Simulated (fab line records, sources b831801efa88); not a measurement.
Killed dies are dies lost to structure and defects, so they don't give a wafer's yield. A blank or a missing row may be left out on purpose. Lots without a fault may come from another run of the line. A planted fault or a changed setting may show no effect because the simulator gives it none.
Which tool did it? | flow gf180mcu | 7 lots, 21 wafers sampled, at 4 steps of a route of 602

WHAT THE GAUGES READ, wafer by wafer
GF_V1_THK_MEAS_25: measures by xrf.
lot  | measured     | on            | V1_W_THK (nm)
L766 | day 18 10:47 | film_metro-04 | 335 335 338
L769 | day 19 18:01 | film_metro-04 | 335 334 337
L775 | day 22 00:19 | film_metro-03 | 329 328 327
L783 | day 24 13:59 | film_metro-03 | 324 328 327
L785 | day 25 08:25 | film_metro-04 | 322 327 325
L788 | day 26 05:26 | film_metro-04 | 343 339 347

WHICH TOOL RAN EACH LOT (tool, then ch and the chambers of the sampled wafers, then the start)
lot  | GF_VT_IMPLANT_DEVELOP_17          | GF_SAB_CVD_00                   | GF_CONTACT_SPUTTER_23
L766 | litho_track-01 ch 0, day 6 12:39  | pecvd-02 ch 0,2, day 14 13:06   | pvd_sputter-02, day 16 09:56
L769 | litho_track-02 ch 0, day 7 06:44  | pecvd-04 ch 0,1,2, day 15 14:59 | pvd_sputter-02, day 17 14:50
L771 | litho_track-02, day 7 21:28       | -                               | -
L775 | litho_track-02 ch 0, day 8 19:49  | pecvd-03 ch 0,1,2, day 17 18:30 | pvd_sputter-01, day 19 20:38
L783 | litho_track-02 ch 0, day 10 22:16 | pecvd-02 ch 0,1,2, day 20 12:50 | pvd_sputter-03, day 22 13:50
L785 | litho_track-02 ch 0, day 11 15:52 | pecvd-04 ch 1,2, day 21 09:30   | pvd_sputter-02, day 23 09:31
L788 | litho_track-02 ch 0, day 12 06:37 | pecvd-04 ch 0,1,2, day 22 07:41 | pvd_sputter-02, day 24 07:29
- GF_VT_IMPLANT_DEVELOP_17: develop time 60 s.
- GF_SAB_CVD_00: deposits SiO2 from TEOS, target thk 50 nm, time 4.9302 s.
- GF_CONTACT_SPUTTER_23: material TiN, target thk 10 nm, time 40 s.

THE ANSWER, worked out from the rows above alone
Rule: what is usual is taken from the lots themselves. Put in order of their means at a reading, lots are off if they are a third of the lots or fewer, leave a main group of 4 or more, and stand apart from it by a gap of 3 or more times the standard deviation of the main group's means; of several such gaps the widest counts. A main group whose means are all the same, to the digits that the tables above print for the reading, isn't used. A lot without any number at a reading at which 4 lots or more have one is off too. The other lots that the step has rows for count as sound.
No lot is off at any reading shown: from this, nothing can be told.

WHAT THE SIMULATOR HAD PUT IN
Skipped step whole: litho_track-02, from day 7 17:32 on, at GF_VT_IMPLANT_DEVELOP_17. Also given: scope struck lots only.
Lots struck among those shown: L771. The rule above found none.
